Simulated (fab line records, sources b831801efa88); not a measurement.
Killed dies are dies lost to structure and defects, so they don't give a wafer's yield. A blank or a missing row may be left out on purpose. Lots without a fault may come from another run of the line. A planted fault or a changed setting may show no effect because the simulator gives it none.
fab line records | flow sky130
record lots=14 wafers=42 last_day=50
route steps=708 shown CONTACT@417 PAD_OPEN@708
lots that met no fault: from a run of the same line without faults
start_h: hours from the record's first day to the start of the lot's first wafer shown | wait_h: hours since the lot's step before | " the same as in the row above | L1.1+2: a row that stands for several wafers | - no value, or no start given | * or withheld: withheld | < > ~ a bound
route shown NAME@n: a module of which the file shows steps, and the number in the route of the first | usual: mean/standard deviation of fault-free wafers | same: alike in all rows | chamber/n: place in a boat | sites: the reading at each site | _std_site: their standard deviation | _edge_site: outer sites' mean less inner sites' | radius_mm: how far each site lies from the wafer's centre | mask NAME#n: copy n | behind: the tool/chamber that last shaped the wafer | hold: why the lot was held/for how many hours/how that ended | device: the transistor (n, p or np) that didn't switch | end of line: the same wafers' tests at the end of the route | a step without rows: its recipe alone | killed: dies lost to structure and defects at the first sort, not the wafer's yield | map: a wafer's dies, x killed, . not, _ none there
set.NAME: the setting as run; set.NAME@STEP: as run at that earlier step | model.NAME: the simulator's own value behind a step, which no gauge read
steps of the route over a sample of lots; a table a step, a row a wafer
services: from which hour (start_h, from the record's first day; less than 0 if before it) a tool's chamber was out of use, for how many hours, and why
## steps
# step SKY_CONTACT_EXPOSE_11
# recipe mask_id=CTM1 na=0.8 source_shape=annular sigma_inner=0.55 sigma_outer=0.85 target_cd_nm=170 dose_mj=38
# usual stage_vel_mm_s=500.03/0.25
# columns lot.wafer tool chamber start_h wait_h mask stage_vel_mm_s
L527.1 krf_scanner-01 0 719.33 - CTM1#0 499.67
L527.4 " 0 " " CTM1#0 499.59
L527.6 " 0 " " CTM1#0 499.75
L528.4 krf_scanner-01 0 723.90 - CTM1#0 500.27
L528.5 " 0 " " CTM1#0 500.10
L528.6 " 0 " " CTM1#0 499.80
L529.1 krf_scanner-01 0 730.56 - CTM1#0 500.48
L529.3 " 0 " " CTM1#0 500.17
L529.6 " 0 " " CTM1#0 500.12
L530.1 krf_scanner-02 0 735.68 - CTM1#0 500.05
L530.3 " 0 " " CTM1#0 499.89
L530.5 " 0 " " CTM1#0 500.18
L531.2 krf_scanner-02 0 751.73 - CTM1#0 500.15
L531.3 " 0 " " CTM1#0 500.06
L531.4 " 0 " " CTM1#0 500.19
L532.2 krf_scanner-01 0 761.90 - CTM1#0 500.54
L532.3 " 0 " " CTM1#0 499.87
L532.6 " 0 " " CTM1#0 499.83
L534.3 krf_scanner-02 0 777.87 - CTM1#0 499.57
L534.4 " 0 " " CTM1#0 499.70
L534.5 " 0 " " CTM1#0 500.06
L535.1 krf_scanner-02 0 782.86 - CTM1#0 499.79
L535.3 " 0 " " CTM1#0 500.33
L535.4 " 0 " " CTM1#0 499.92
L536.2 krf_scanner-02 0 794.33 - CTM1#0 500.14
L536.4 " 0 " " CTM1#0 499.90
L536.6 " 0 " " CTM1#0 499.87
L537.2 krf_scanner-02 0 802.82 - CTM1#0 499.84
L537.3 " 0 " " CTM1#0 499.94
L537.5 " 0 " " CTM1#0 499.42
L540.1 krf_scanner-02 0 835.31 - CTM1#0 500.00
L540.3 " 0 " " CTM1#0 500.09
L540.5 " 0 " " CTM1#0 500.00
L541.1 krf_scanner-01 0 837.03 - CTM1#0 499.57
L541.2 " 0 " " CTM1#0 499.78
L541.6 " 0 " " CTM1#0 499.55
L544.1 krf_scanner-02 0 858.95 - CTM1#0 500.25
L544.5 " 0 " " CTM1#0 499.93
L544.6 " 0 " " CTM1#0 500.39
L550.1 krf_scanner-01 0 890.04 - CTM1#0 500.29
L550.4 " 0 " " CTM1#0 500.46
L550.5 " 0 " " CTM1#0 500.00
# step SKY_CONTACT_CD_MEAS_14
# recipe target_cd_nm=170
# usual cd_nm=169.5/1.6
# columns lot.wafer tool chamber start_h wait_h cd_nm
L527.1 cd_sem-01 - 732.71 - 168.7
L527.4 " - " " 166.7
L527.6 " - " " 168.0
L528.4 cd_sem-02 - 737.67 - 168.7
L528.5 " - " " 169.7
L528.6 " - " " 169.4
L529.1 cd_sem-01 - 744.25 - 170.0
L529.3 " - " " 170.7
L529.6 " - " " 168.8
L530.1 cd_sem-01 - 748.80 - 170.9
L530.3 " - " " 171.0
L530.5 " - " " 170.7
L531.2 cd_sem-02 - 765.18 - 168.0
L531.3 " - " " 168.9
L531.4 " - " " 167.4
L532.2 cd_sem-01 - 774.73 - 169.2
L532.3 " - " " 170.1
L532.6 " - " " 171.3
L534.3 cd_sem-02 - 791.35 - 169.4
L534.4 " - " " 169.7
L534.5 " - " " 169.0
L535.1 cd_sem-02 - 796.21 - 170.1
L535.3 " - " " 170.6
L535.4 " - " " 168.6
L536.2 cd_sem-01 - 806.52 - 174.3
L536.4 " - " " 172.8
L536.6 " - " " 171.5
L537.2 cd_sem-01 - 816.33 - 167.7
L537.3 " - " " 166.0
L537.5 " - " " 166.9
L540.1 cd_sem-01 - 848.01 - 138.3
L540.3 " - " " 138.7
L540.5 " - " " 167.4
L541.1 cd_sem-01 - 850.16 - 167.6
L541.2 " - " " 168.5
L541.6 " - " " 167.7
L544.1 cd_sem-01 - 871.76 - 140.5
L544.5 " - " " 170.0
L544.6 " - " " 169.3
L550.1 cd_sem-01 - 902.66 - 169.9
L550.4 " - " " 169.5
L550.5 " - " " 169.2
# step SKY_PAD_OPEN_PROBE_99
# usual killed_at_M0_to_M3=44/6.8 killed_at_M4_up=3.2/1.7 killed_at_contacts=24/4.9 killed_at_front_end=14/4.1 killed_at_other=0.2/0.51 killed_dies=85/8.7 killed_on_rim=16/4 killed_open=46/6.8 killed_short=39/6.1
# same gross_dies=492 killed_at_back_side=0
# columns lot.wafer tool chamber start_h wait_h killed_at_M0_to_M3 killed_at_M4_up killed_at_contacts killed_at_front_end killed_at_other killed_dies killed_on_rim killed_open killed_short
L540.1 prober-01 - 1160.15 0.1 37 2 231 10 0 280 77 47 29
L540.3 prober-01 - 1160.25 0.2 33 4 218 11 1 267 75 38 41
L540.5 prober-01 - 1160.35 0.2 36 2 31 7 0 76 20 46 30
L544.1 prober-01 - 1173.27 0.1 55 6 230 19 1 311 84 55 51
L544.5 prober-01 - 1173.47 0.2 56 5 14 5 2 82 17 36 46
L544.6 prober-01 - 1173.52 0.2 45 6 32 16 0 99 24 55 44
# killed by level:class
L540.1 CONTACT:area_expose=204 VIA1:geometric_particle:open=13 LI_CONTACT:geometric_particle:open=8 CONTACT:geometric_particle:open=8 CONTACT:geometric_particle:short=6 POLY_GATE:geometric_particle:open=5 METAL2:geometric_particle:short=5 VIA2:geometric_particle:open=4
L540.3 CONTACT:area_expose=188 CONTACT:geometric_particle:open=12 CONTACT:geometric_particle:short=8 LI_CONTACT:geometric_particle:open=5 VIA1:geometric_particle:open=5 VIA2:geometric_particle:short=5 VIA2:geometric_particle:open=5 VIA1:geometric_particle:short=4
L540.5 CONTACT:geometric_particle:open=14 LI_CONTACT:geometric_particle:open=9 METAL2:geometric_particle:short=6 METAL2:geometric_particle:open=6 VIA1:geometric_particle:short=5 VIA1:geometric_particle:open=5 VIA3:geometric_particle:open=4 LI_CONTACT:geometric_particle:short=3
L544.1 CONTACT:area_expose=205 VIA1:geometric_particle:open=12 VIA2:geometric_particle:open=11 CONTACT:geometric_particle:open=11 FIELD_ISO:geometric_particle:short=8 VIA1:geometric_particle:short=8 CONTACT:geometric_particle:short=5 VIA2:geometric_particle:short=5
L544.5 METAL2:geometric_particle:short=11 VIA1:geometric_particle:open=10 VIA2:geometric_particle:open=9 METAL1:geometric_particle:short=8 VIA3:geometric_particle:open=6 VIA1:geometric_particle:short=5 FIELD_ISO:geometric_particle:short=4 LOCAL_INTERCONNECT:geometric_particle:short=4
L544.6 VIA1:geometric_particle:open=13 LI_CONTACT:geometric_particle:open=11 LOCAL_INTERCONNECT:geometric_particle:short=6 CONTACT:geometric_particle:open=6 METAL4:geometric_particle:short=6 VIA3:geometric_particle:open=6 METAL1:geometric_particle:short=5 FIELD_ISO:geometric_particle:open=4
## services
# columns tool chamber start_h hours kind
krf_scanner-02 - 721.98 1.0 pm
krf_scanner-01 - 722.79 0.2 repair
krf_scanner-02 - 727.21 3.6 pm
krf_scanner-02 - 780.23 0.8 pm
krf_scanner-01 - 794.00 1.3 pm
krf_scanner-01 - 823.00 0.8 pm
krf_scanner-01 - 827.24 1.0 pm
krf_scanner-02 - 870.24 1.3 pm
krf_scanner-01 - 873.77 4.4 pm
## key
first_sign step=SKY_CONTACT_CD_MEAS_14 reading=cd_nm direction=down sigmas=19 usual=169.5 struck=139.2
effect step=SKY_PAD_OPEN_PROBE_99 reading=killed_at_contacts direction=up sigmas=41 usual=24 struck=226
more_kills_born_at SKY_CONTACT_EXPOSE_11@krf_scanner-02=597
met_at SKY_CONTACT_EXPOSE_11
struck_lots L540,L544
struck_wafers L540.1,L540.3,L544.1
tester_left_out L540,L544
onset_between 802.82 835.31
fault kind=process_parameter_drift tool=krf_scanner-02 chamber=- onset_h=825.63 steps=SKY_CONTACT_EXPOSE_11 channel=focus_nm offset=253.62 shape=step end_h=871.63 scope=struck_wafers_only
# tester_left_out: of these lots the tester's yield and bins aren't shown, on N5 and GAA mostly nor the transistor test; their killed dies are dies lost to structure and defects alone, not to doping, threshold or leakage, so they don't give the yield
